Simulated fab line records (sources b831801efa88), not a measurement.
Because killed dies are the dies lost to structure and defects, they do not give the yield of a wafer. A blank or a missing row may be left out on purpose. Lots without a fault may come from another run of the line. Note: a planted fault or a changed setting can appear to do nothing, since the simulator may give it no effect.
A struck lot beside a sound one    flow sky130    21 steps out of a route of 708
Sound: these wafers, L265.1, L265.2, L265.3. Struck: wafers L275.2, L275.5, L275.6. Last of all comes the cause.
For every step that has rows: the tool of each side, followed by ch and its chambers, followed by its first start. Under that, the readings that differ: sound wafers    struck wafers    difference of the means    sigmas: that difference in standard deviations of wafers without a fault.
alike: readings with means less than 2 such deviations apart, plus words and numbers identical on both sides. not compared: withheld readings, readings lacking a value on some wafer, bounds such as >300 that could conceal the same value, and numbers that have no deviation in the record and whose values overlap.
Wherever a step has rows on one side only, a row that says differs or no value, or a row with sigmas, the two part there. Numbers that don't overlap but have no deviation are shown without sigmas and don't part them. A reading missing from all wafers of one side parts the sides only when that side holds two or more wafers.

SKY_POLY_GATE_CD_MEAS_22:
  sound on cd sem-01, day 17 22:13; struck on cd sem-01, day 21 06:57
  alike: cd nm
then, 7 steps without rows for these wafers: SKY_LDD_N_DEHYDRATE_00 (time 60 s); SKY_LDD_N_HMDS_01 (prime time 60 s); SKY_LDD_N_COAT_02 (resist thk 306 nm); SKY_LDD_N_SOFTBAKE_03 (time 60 s); SKY_LDD_N_EXPOSE_04 (exposes mask NTM, target cd 840 nm); SKY_LDD_N_PEB_05; SKY_LDD_N_DEVELOP_06 (develop time 60 s).
SKY_LDD_N_OVL_MEAS_07:
  sound on overlay-01, day 19 04:25; struck on overlay-01, day 22 13:26
  alike: LDD_N_OVL
then, 3 steps without rows for these wafers: SKY_LDD_N_IMPLANT_08; SKY_LDD_N_IMPLANT_09; SKY_LDD_N_IMPLANT_10.
SKY_LDD_N_IMPLANT_11:
  sound on implanter-03 ch 0, day 19 04:53; struck on implanter-02 ch 0, day 22 14:15
then, 4 steps without rows for these wafers: SKY_LDD_N_IMPLANT_12; SKY_LDD_N_IMPLANT_13; SKY_LDD_N_IMPLANT_14; SKY_LDD_N_IMPLANT_15.
SKY_LDD_N_STRIP_16: strips in O2/N2.
  sound on plasma asher-02 ch 0,1, day 19 05:38; struck on plasma asher-01 ch 0,1, day 22 14:58
reading                       sound              struck             difference  sigmas
drypump motor current A (A)   6.0 5.4 5.4        6.7 6.7 6.4        +1.0        +2
strip time to endpoint s (s)  4.399 4.373 4.414  4.583 4.610 4.600  +0.202      +14
  alike: oes product au
  not compared: rf hours counter h
SKY_LDD_N_TW_MEAS_17:
  sound on film metro-04, day 19 05:44; struck on film metro-01, day 22 15:05
reading   sound           struck          difference  sigmas
LDD_N_TW  2604 2601 2603  2689 2691 2682  +85         +5
then, 1 step without rows for these wafers: SKY_LDD_P_DEHYDRATE_00 (time 60 s).
-- here the record skips 27 days between the struck wafers' starts before and after, leaving off in module LDD_P and picking up in module PAD_OPEN (first step shown: number 708 of the route) --
SKY_PAD_OPEN_PROBE_99:
  sound on prober-02, day 47 01:11; struck on prober-01, day 49 03:31
reading                      sound            struck             difference  sigmas
model.etest.tip n.rs ohm sq  447 441.4 442.6  380.1 379.9 381.6  -63.1       
  alike: killed_at_M0_to_M3, killed_at_M4_up, killed at contacts, killed at front end, killed at other, killed dies, killed open, killed short
  not compared: model.etest.nfet_01v8_lvt.vt sat v, model.etest.nfet_01v8_turned.vt sat v, model.etest.nfet_01v8.vt sat v

WHERE THEY PART
Earliest at SKY_LDD_N_STRIP_16; latest, in this record, at SKY_LDD_N_TW_MEAS_17. Later steps at which nothing parts them and some readings are alike: SKY_PAD_OPEN_PROBE_99.

WHY: the cause the simulator had injected
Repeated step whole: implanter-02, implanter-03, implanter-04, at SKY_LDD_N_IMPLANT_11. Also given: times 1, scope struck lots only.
